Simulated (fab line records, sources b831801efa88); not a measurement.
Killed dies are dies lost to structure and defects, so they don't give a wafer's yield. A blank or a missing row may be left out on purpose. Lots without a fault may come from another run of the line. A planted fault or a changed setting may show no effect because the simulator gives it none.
A struck lot beside a sound one | flow sfq_line | 18 steps out of a route of 325
Sound: wafers L636.4, L636.5, L636.6. Struck: wafers L650.3, L650.4, L650.6. The cause comes at the end.
At each step with rows: each side's tool, then ch and its chambers, then its first start. Under that, the readings that differ: sound wafers | struck wafers | difference of the means | sigmas: that difference in standard deviations of wafers without a fault.
alike: readings whose means differ by less than 2 such deviations, and words and numbers that are the same on both sides. not compared: withheld readings, readings that some wafer has no value for, bounds like >300 that may hide the same value, and numbers for which the record gives no deviation and whose values overlap.
The two part at a step that has a row with sigmas, a row that says differs or no value, or rows on one side only. Numbers that don't overlap but have no deviation are shown without sigmas and don't part them. A reading that every wafer of one side lacks parts them only if that side has two wafers or more.

first, 3 steps without rows for these wafers: SFQ_TRILAYER_L0_LITHO_EXPOSE_006 (exposes mask L0, target cd 2000 nm); SFQ_TRILAYER_L0_LITHO_PEB_008 (peb time 60 s); SFQ_TRILAYER_L0_LITHO_DEVELOP_007 (time 60 s).
SFQ_TRILAYER_L0_BARC_OPEN_METAL_ETCH_010: etches BARC in O2, target depth 125 nm, time 41.7 s.
  sound on rie_metal-02 ch 0,1, day 4 14:17; struck on rie_metal-02 ch 0,1, day 8 02:34
  alike: drypump_motor_current_A, oes_product_au
  not compared: rf_hours_counter_h
SFQ_TRILAYER_L0_ETCH_METAL_ETCH_008: etches MoNx KI in SF6/O2, stops on SiO2, target depth 50 nm, time 25 s.
  sound on rie_metal-02 ch 0,1, day 4 14:20; struck on rie_metal-02 ch 0,1, day 8 02:38
  alike: drypump_motor_current_A, oes_product_au
  not compared: rf_hours_counter_h
SFQ_TRILAYER_L0_STRIP_STRIP_009: strips in O2.
  sound on rie_metal-02 ch 0,1, day 4 14:34; struck on rie_metal-02 ch 0,1, day 8 02:52
  alike: drypump_motor_current_A, oes_product_au
  not compared: rf_hours_counter_h
then, 1 step without rows for these wafers: SFQ_TRILAYER_L0_STRIP_SOLV_CLEAN_010 (cleans in NMP, time 600 s).
SFQ_TRILAYER_L0_CAP_PECVD_011: deposits SiO2 from SiH4/N2O, time 13.333 s, target thk 60 nm.
  sound on pecvd-02 ch 0,1,2, day 4 15:10; struck on pecvd-01 ch 0,1, day 8 03:27
  alike: heater_power_w, showerhead_vpp_V, throttle_valve_pct
then, 4 steps without rows for these wafers: SFQ_TRILAYER_L0_VIA_LITHO_COAT_018 (resist thk 62 nm); SFQ_TRILAYER_L0_VIA_LITHO_COAT_013 (resist thk 650 nm); SFQ_TRILAYER_L0_VIA_LITHO_SOFTBAKE_017; SFQ_TRILAYER_L0_VIA_LITHO_EXPOSE_014 (exposes mask L0V, target cd 700 nm).
-- the record jumps here: 4 days lie between the struck wafers' starts before and after --
SFQ_TRILAYER_L0_VIA_LITHO_PEB_016: peb time 60 s.
  sound on litho_track-03 ch 0, day 8 06:56; struck on litho_track-01 ch 0, day 12 12:02
  reading                  | sound                | struck               | difference | sigmas
  heater_power_total_W (W) | 79.17 79.14 79.25    | 79.81 79.83 79.93    | +0.67      | +9
  plate_temp_C (C)         | 114.92 114.86 115.24 | 115.99 115.93 115.97 | +0.96      | +7
then, 1 step without rows for these wafers: SFQ_TRILAYER_L0_VIA_LITHO_DEVELOP_015 (time 60 s).
SFQ_L0V_OVL_MEAS_903:
  sound on overlay-02, day 8 07:11; struck on overlay-01, day 12 12:18
  alike: L0V_OVL
SFQ_TRILAYER_L0_VIA_BARC_OPEN_VIA_ETCH_021: etches BARC in O2, target depth 125 nm, time 41.7 s.
  sound on rie_diel-03 ch 2,3, day 8 07:11; struck on rie_diel-03 ch 0,2, day 12 12:19
  reading              | sound           | struck            | difference | sigmas
  model.L0V.cd_nm (nm) | 699.6 701.5 701 | 714.8 713.7 714.3 | +13.6      |
  alike: drypump_motor_current_A, oes_product_au
  not compared: rf_hours_counter_h
SFQ_TRILAYER_L0_VIA_ETCH_VIA_ETCH_016: etches SiO2 in CHF3, stops on MoNx KI, target depth 80 nm.
  sound on rie_diel-03 ch 2,3, day 8 07:14; struck on rie_diel-03 ch 0,2, day 12 12:22
  reading              | sound             | struck            | difference | sigmas
  model.L0V.cd_nm (nm) | 699.6 703.1 700.6 | 713.6 714.3 713.7 | +12.8      |
  alike: drypump_motor_current_A, oes_product_au
SFQ_TRILAYER_L0_VIA_STRIP_STRIP_017: strips in O2.
  sound on rie_metal-02 ch 0,1, day 8 07:29; struck on rie_metal-02 ch 0,1, day 12 12:37
  alike: drypump_motor_current_A, oes_product_au
  not compared: rf_hours_counter_h

WHERE THEY PART
Only at SFQ_TRILAYER_L0_VIA_LITHO_PEB_016, within this record. Later steps at which nothing parts them and some readings are alike: SFQ_L0V_OVL_MEAS_903, SFQ_TRILAYER_L0_VIA_BARC_OPEN_VIA_ETCH_021, SFQ_TRILAYER_L0_VIA_ETCH_VIA_ETCH_016, SFQ_TRILAYER_L0_VIA_STRIP_STRIP_017.

WHY: what the simulator had put in
Process parameter drift: litho_track-01, from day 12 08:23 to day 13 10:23, at SFQ_TRILAYER_L0_VIA_LITHO_PEB_016. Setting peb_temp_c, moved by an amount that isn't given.
